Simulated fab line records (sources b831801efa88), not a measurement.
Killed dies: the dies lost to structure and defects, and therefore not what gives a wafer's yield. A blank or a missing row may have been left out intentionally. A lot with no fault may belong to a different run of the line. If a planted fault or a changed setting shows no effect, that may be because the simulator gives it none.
Which of the tools did it? || flow gf180mcu || 42 wafers from 14 lots sampled at 3 of the route's 602 steps

## WHAT THE GAUGES READ, wafer by wafer
GF_STI_THK_MEAS_02.
{"lot": "L318", "measured": "day 1 12:06", "on": "film_metro-04", "STI_OXIDATION_THK (nm)": "10.06 10.13 10.00"}
{"lot": "L319", "measured": "day 1 16:57", "on": "film_metro-04", "STI_OXIDATION_THK (nm)": "9.81 9.81 9.95"}
{"lot": "L321", "measured": "day 2 02:31", "on": "film_metro-03", "STI_OXIDATION_THK (nm)": "9.99 9.99 10.02"}
{"lot": "L323", "measured": "day 2 17:03", "on": "film_metro-04", "STI_OXIDATION_THK (nm)": "10.02 9.98 10.10"}
{"lot": "L326", "measured": "day 3 04:14", "on": "film_metro-02", "STI_OXIDATION_THK (nm)": "10.11 10.19 9.92"}
{"lot": "L327", "measured": "day 3 08:31", "on": "film_metro-04", "STI_OXIDATION_THK (nm)": "10.30 10.12 10.15"}
{"lot": "L333", "measured": "day 4 15:25", "on": "film_metro-04", "STI_OXIDATION_THK (nm)": "10.00 10.07 10.21"}
{"lot": "L334", "measured": "day 4 19:31", "on": "film_metro-02", "STI_OXIDATION_THK (nm)": "9.95 9.88 9.89"}
{"lot": "L335", "measured": "day 5 04:38", "on": "film_metro-04", "STI_OXIDATION_THK (nm)": "9.99 10.08 10.13"}
{"lot": "L336", "measured": "day 5 08:37", "on": "film_metro-04", "STI_OXIDATION_THK (nm)": "10.32 10.32 10.26"}
{"lot": "L337", "measured": "day 5 12:38", "on": "film_metro-03", "STI_OXIDATION_THK (nm)": "10.07 10.07 10.33"}
{"lot": "L339", "measured": "day 5 20:31", "on": "film_metro-03", "STI_OXIDATION_THK (nm)": "9.76 9.69 9.94"}
{"lot": "L340", "measured": "day 6 01:31", "on": "film_metro-04", "STI_OXIDATION_THK (nm)": "9.93 9.76 9.94"}
{"lot": "L341", "measured": "day 6 06:31", "on": "film_metro-04", "STI_OXIDATION_THK (nm)": "10.19 10.26 10.07"}

GF_VT_IMPLANT_OVL_MEAS_07.
{"lot": "L318", "measured": "day 5 13:31", "on": "overlay-01", "VT_IMPLANT_OVL (nm)": "3.0 1.9 1.7"}
{"lot": "L319", "measured": "day 6 05:23", "on": "overlay-01", "VT_IMPLANT_OVL (nm)": "-0.2 -0.9 -0.5"}
{"lot": "L321", "measured": "day 6 12:17", "on": "overlay-02", "VT_IMPLANT_OVL (nm)": "-2.4 -1.5 -0.4"}
{"lot": "L323", "measured": "day 6 23:17", "on": "overlay-02", "VT_IMPLANT_OVL (nm)": "0.1 0.4 1.1"}
{"lot": "L326", "measured": "day 7 23:41", "on": "overlay-01", "VT_IMPLANT_OVL (nm)": "- - -"}
{"lot": "L327", "measured": "day 8 00:33", "on": "overlay-02", "VT_IMPLANT_OVL (nm)": "- - -"}
{"lot": "L333", "measured": "day 9 13:58", "on": "overlay-02", "VT_IMPLANT_OVL (nm)": "-1.1 -1.2 -1.5"}
{"lot": "L334", "measured": "day 9 15:44", "on": "overlay-02", "VT_IMPLANT_OVL (nm)": "-1.5 -2.5 -4.3"}
{"lot": "L335", "measured": "day 10 06:46", "on": "overlay-02", "VT_IMPLANT_OVL (nm)": "-3.3 -2.9 -2.1"}
{"lot": "L336", "measured": "day 10 13:53", "on": "overlay-02", "VT_IMPLANT_OVL (nm)": "0.2 0.7 -1.3"}
{"lot": "L337", "measured": "day 10 18:32", "on": "overlay-01", "VT_IMPLANT_OVL (nm)": "-1.1 -2.0 -2.4"}
{"lot": "L339", "measured": "day 11 04:01", "on": "overlay-01", "VT_IMPLANT_OVL (nm)": "-0.1 -0.4 0.8"}
{"lot": "L340", "measured": "day 11 04:14", "on": "overlay-02", "VT_IMPLANT_OVL (nm)": "1.1 0.4 -0.6"}
{"lot": "L341", "measured": "day 11 11:21", "on": "overlay-02", "VT_IMPLANT_OVL (nm)": "-0.5 0.8 0.2"}

## EACH LOT AND THE TOOL THAT RAN IT (in order: tool; ch and the chambers of the sampled wafers; start)
{"lot": "L318", "GF_VT_IMPLANT_DEVELOP_06": "litho_track-03 ch 0, day 5 13:25"}
{"lot": "L319", "GF_VT_IMPLANT_DEVELOP_06": "litho_track-02 ch 0, day 6 05:14"}
{"lot": "L321", "GF_VT_IMPLANT_DEVELOP_06": "litho_track-02 ch 0, day 6 12:09"}
{"lot": "L323", "GF_VT_IMPLANT_DEVELOP_06": "litho_track-02 ch 0, day 6 23:08"}
{"lot": "L326", "GF_VT_IMPLANT_DEVELOP_06": "litho_track-02, day 7 23:33"}
{"lot": "L327", "GF_VT_IMPLANT_DEVELOP_06": "litho_track-01, day 8 00:24"}
{"lot": "L333", "GF_VT_IMPLANT_DEVELOP_06": "litho_track-03 ch 0, day 9 13:50"}
{"lot": "L334", "GF_VT_IMPLANT_DEVELOP_06": "litho_track-02 ch 0, day 9 15:35"}
{"lot": "L335", "GF_VT_IMPLANT_DEVELOP_06": "litho_track-02 ch 0, day 10 06:37"}
{"lot": "L336", "GF_VT_IMPLANT_DEVELOP_06": "litho_track-02 ch 0, day 10 13:45"}
{"lot": "L337", "GF_VT_IMPLANT_DEVELOP_06": "litho_track-02 ch 0, day 10 18:25"}
{"lot": "L339", "GF_VT_IMPLANT_DEVELOP_06": "litho_track-02 ch 0, day 11 03:52"}
{"lot": "L340", "GF_VT_IMPLANT_DEVELOP_06": "litho_track-03 ch 0, day 11 04:05"}
{"lot": "L341", "GF_VT_IMPLANT_DEVELOP_06": "litho_track-03 ch 0, day 11 11:13"}
- GF_VT_IMPLANT_DEVELOP_06: develop time 60 s.

## AS READ BY THE TOOLS THEMSELVES (means over the sampled wafers that have a number; for cases with no such wafer, the mark the record gives instead)
GF_VT_IMPLANT_DEVELOP_06.
{"lot": "L318", "tool": "litho_track-03", "chill_plate_temp_C (C)": 22.93, "developer_temp_C (C)": 23.06, "resist_line_temp_C (C)": 23.04}
{"lot": "L319", "tool": "litho_track-02", "chill_plate_temp_C (C)": 23.05, "developer_temp_C (C)": 23.00, "resist_line_temp_C (C)": 22.98}
{"lot": "L321", "tool": "litho_track-02", "chill_plate_temp_C (C)": 23.06, "developer_temp_C (C)": 23.15, "resist_line_temp_C (C)": 23.09}
{"lot": "L323", "tool": "litho_track-02", "chill_plate_temp_C (C)": 23.03, "developer_temp_C (C)": 23.01, "resist_line_temp_C (C)": 23.10}
{"lot": "L326", "tool": "litho_track-02", "chill_plate_temp_C (C)": "-", "developer_temp_C (C)": "-", "resist_line_temp_C (C)": "-"}
{"lot": "L327", "tool": "litho_track-01", "chill_plate_temp_C (C)": "-", "developer_temp_C (C)": "-", "resist_line_temp_C (C)": "-"}
{"lot": "L333", "tool": "litho_track-03", "chill_plate_temp_C (C)": 22.87, "developer_temp_C (C)": 22.96, "resist_line_temp_C (C)": 22.99}
{"lot": "L334", "tool": "litho_track-02", "chill_plate_temp_C (C)": 23.03, "developer_temp_C (C)": 22.98, "resist_line_temp_C (C)": 23.00}
{"lot": "L335", "tool": "litho_track-02", "chill_plate_temp_C (C)": 23.02, "developer_temp_C (C)": 23.10, "resist_line_temp_C (C)": 23.10}
{"lot": "L336", "tool": "litho_track-02", "chill_plate_temp_C (C)": 23.15, "developer_temp_C (C)": 23.19, "resist_line_temp_C (C)": 22.89}
{"lot": "L337", "tool": "litho_track-02", "chill_plate_temp_C (C)": 22.90, "developer_temp_C (C)": 22.89, "resist_line_temp_C (C)": 23.05}
{"lot": "L339", "tool": "litho_track-02", "chill_plate_temp_C (C)": 22.99, "developer_temp_C (C)": 23.08, "resist_line_temp_C (C)": 23.09}
{"lot": "L340", "tool": "litho_track-03", "chill_plate_temp_C (C)": 22.92, "developer_temp_C (C)": 23.19, "resist_line_temp_C (C)": 23.08}
{"lot": "L341", "tool": "litho_track-03", "chill_plate_temp_C (C)": 23.04, "developer_temp_C (C)": 22.94, "resist_line_temp_C (C)": 23.00}

## THE ANSWER, worked out from the rows above alone
Rule: the usual values come from the lots themselves. Put in order of their means at a reading, lots are off if they are a third of the lots or fewer, leave a main group of 4 or more, and stand apart from it by a gap of 3 or more times the standard deviation of the main group's means; of several such gaps the widest counts. A main group is skipped when, at the precision printed for the reading in the tables above, its means are all equal. Also off: a lot with no number at a reading for which 4 or more lots have one. All remaining lots with rows at the step are treated as sound. Order of review: gauges by route order, followed by the tools' own readings, for which a lot's mean as printed above is used. The first step at which some lot is off is used, and at that step the reading that is off furthest; a lot without a number counts as furthest.
Off: at GF_VT_IMPLANT_OVL_MEAS_07 (VT_IMPLANT_OVL), L326, L327. Without a number there: L326, L327. Main group: mean -0.6 nm, sd 1.4.
A tool fits if, at a process step before that reading, it ran every lot that is off, and no sound lot after the first of them. The gauges at GF_VT_IMPLANT_OVL_MEAS_07 aren't tried: what is off there is off at GF_VT_IMPLANT_DEVELOP_06 too, on other tools, and a gauge's error can't cause that. Of those tried, none fits.

## WHAT THE SIMULATOR PUT IN
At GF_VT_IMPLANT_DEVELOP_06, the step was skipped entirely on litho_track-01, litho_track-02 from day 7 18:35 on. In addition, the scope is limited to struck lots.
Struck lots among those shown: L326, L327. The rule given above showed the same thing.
